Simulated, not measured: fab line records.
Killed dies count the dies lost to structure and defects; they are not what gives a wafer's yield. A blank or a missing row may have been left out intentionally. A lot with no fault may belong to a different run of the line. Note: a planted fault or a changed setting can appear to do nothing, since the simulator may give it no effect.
One fault through the eyes of 2 desks ; flow sky130 ; numbers are kept per desk, each desk with only its own; the story behind them comes last

== THE TOOL OWNER'S DESK: implanter-02 ==
For each lot that ran on this tool, the mean over its sampled wafers that have a number, from the tool's own readings at SKY_LDD_N_IMPLANT_14. Any lot whose mean is over 4 standard deviations away from the usual mean is out of limits and marked OUT; that distance is given in the brackets.
Columns: A = rotation_deg at SKY_LDD_N_IMPLANT_14, usual 180.01 degrees
lot;first seen here;A
L733;day 18 01:42;180.02
L736;day 19 04:58;180.00
Result from this desk: across the 2 lots, nothing is out of limits.

== METROLOGY DESK ==
What the gauges read for every lot (on any tool): the sampled wafers with a number, averaged. Any lot whose mean is over 4 standard deviations away from the usual mean is out of limits and marked OUT; that distance is given in the brackets. It has 8 readings; the 7 that lie furthest out on some lot are the ones shown.
Columns: A = LDD_N_OVL at SKY_LDD_N_OVL_MEAS_07, usual -0.4 nm; B = LDD_N_TW at SKY_LDD_N_TW_MEAS_17, usual 2591; C = cd_nm at SKY_LDD_P_CD_MEAS_07, usual 379.7 nm; D = LDD_P_TW at SKY_LDD_P_TW_MEAS_11, usual 638; E = LDD_HVN_OVL at SKY_LDD_HVN_OVL_MEAS_07, usual 0.5 nm; F = LDD_HVN_TW at SKY_LDD_HVN_TW_MEAS_10, usual 1438; G = VIA3_BOW at SKY_VIA3_BOW_MEAS_03, usual 81 um
lot;first seen here;A;B;C;D;E;F;G
L733;day 18 00:44;-0.6;2582;381.2;641;3.2;1447;80
L736;day 19 03:58;-1.5;2622;382.6;642;0.1;1424;73
L749;day 23 21:39;0.2;2556;377.7;633;-3.1;1422;78
L750;day 24 08:06;1.4;2611;377.3;636;0.3;1465;83
L753;day 25 07:15;-0.2;2568;379.6;633;1.3;1420;85
Result from this desk: across the 5 lots, nothing is out of limits.

== ALL TOGETHER ==
The desk of the tool owner found nothing out of limits.
From the metrology desk's view, nothing was out of limits.

== WHAT THE SIMULATOR HAD PUT IN ==
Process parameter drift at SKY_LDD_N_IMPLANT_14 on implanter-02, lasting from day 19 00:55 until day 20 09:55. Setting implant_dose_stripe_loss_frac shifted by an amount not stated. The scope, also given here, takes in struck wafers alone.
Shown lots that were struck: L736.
